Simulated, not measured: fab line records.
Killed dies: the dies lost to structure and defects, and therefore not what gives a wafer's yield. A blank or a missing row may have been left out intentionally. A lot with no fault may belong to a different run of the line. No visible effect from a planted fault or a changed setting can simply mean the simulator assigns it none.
Which tool is to blame? + flow sky130 + 12 lots, 36 wafers sampled, at 1 step of a route of 708

WHAT EACH GAUGE READ, for each wafer
SKY_VT_ADJUST_HVTR_OVL_MEAS_08.
| lot  | measured     | on         | VT_ADJUST_HVTR_OVL (nm) |
|------|--------------|------------|-------------------------|
| L548 | day 9 21:35  | overlay-01 | 0.7 0.2 0.8             |
| L551 | day 11 05:59 | overlay-01 | -0.7 -1.1 0.3           |
| L552 | day 11 08:11 | overlay-01 | 1.3 1.4 0.1             |
| L555 | day 12 06:50 | overlay-02 | 0.2 0.6 -0.5            |
| L556 | day 12 09:41 | overlay-02 | 0.4 0.2 0.3             |
| L557 | day 12 16:52 | overlay-01 | -1.3 -1.4 0.8           |
| L562 | day 14 02:03 | overlay-01 | 2.3 3.0 0.5             |
| L566 | day 15 12:23 | overlay-02 | 2.2 -0.2 1.5            |
| L565 | day 15 13:26 | overlay-02 | -0.9 -2.5 0.1           |
| L567 | day 16 07:50 | overlay-01 | 0.8 -1.6 0.2            |
| L568 | day 16 09:56 | overlay-02 | 1.7 1.4 -0.2            |
| L569 | day 16 10:32 | overlay-02 | -2.2 -0.3 -1.5          |

TOOL THAT RAN EACH LOT (tool first, then ch and the chambers of the sampled wafers, then the start)
Record: no process step prior to these readings.

WHAT THE TOOLS THEMSELVES READ (means of the sampled wafers that have a number; where no wafer has one, the mark that the record gives instead)
The record holds no such reading with a usual standard deviation.

THE ANSWER, worked out from the rows above alone
Rule: what is usual is taken from the lots themselves. The widest of any qualifying gaps counts: lots, ordered by their means at a reading, are off when they make up no more than a third of the lots, leave a main group of 4 or more, and stand apart from it by 3 or more times the standard deviation of that group's means. If all means in a main group match to the digits the tables above print for the reading, that group is not used. A lot without any number at a reading at which 4 lots or more have one is off too. The other lots that the step has rows for count as sound. Order of review: gauges by route order, followed by the tools' own readings, for which a lot's mean as printed above is used. At the first step where some lot is off, the reading lying furthest off is the one used; lots without a number count as furthest.
Nothing can be told from this: no lot is off at any reading shown.

WHAT THE SIMULATOR HAD PUT IN
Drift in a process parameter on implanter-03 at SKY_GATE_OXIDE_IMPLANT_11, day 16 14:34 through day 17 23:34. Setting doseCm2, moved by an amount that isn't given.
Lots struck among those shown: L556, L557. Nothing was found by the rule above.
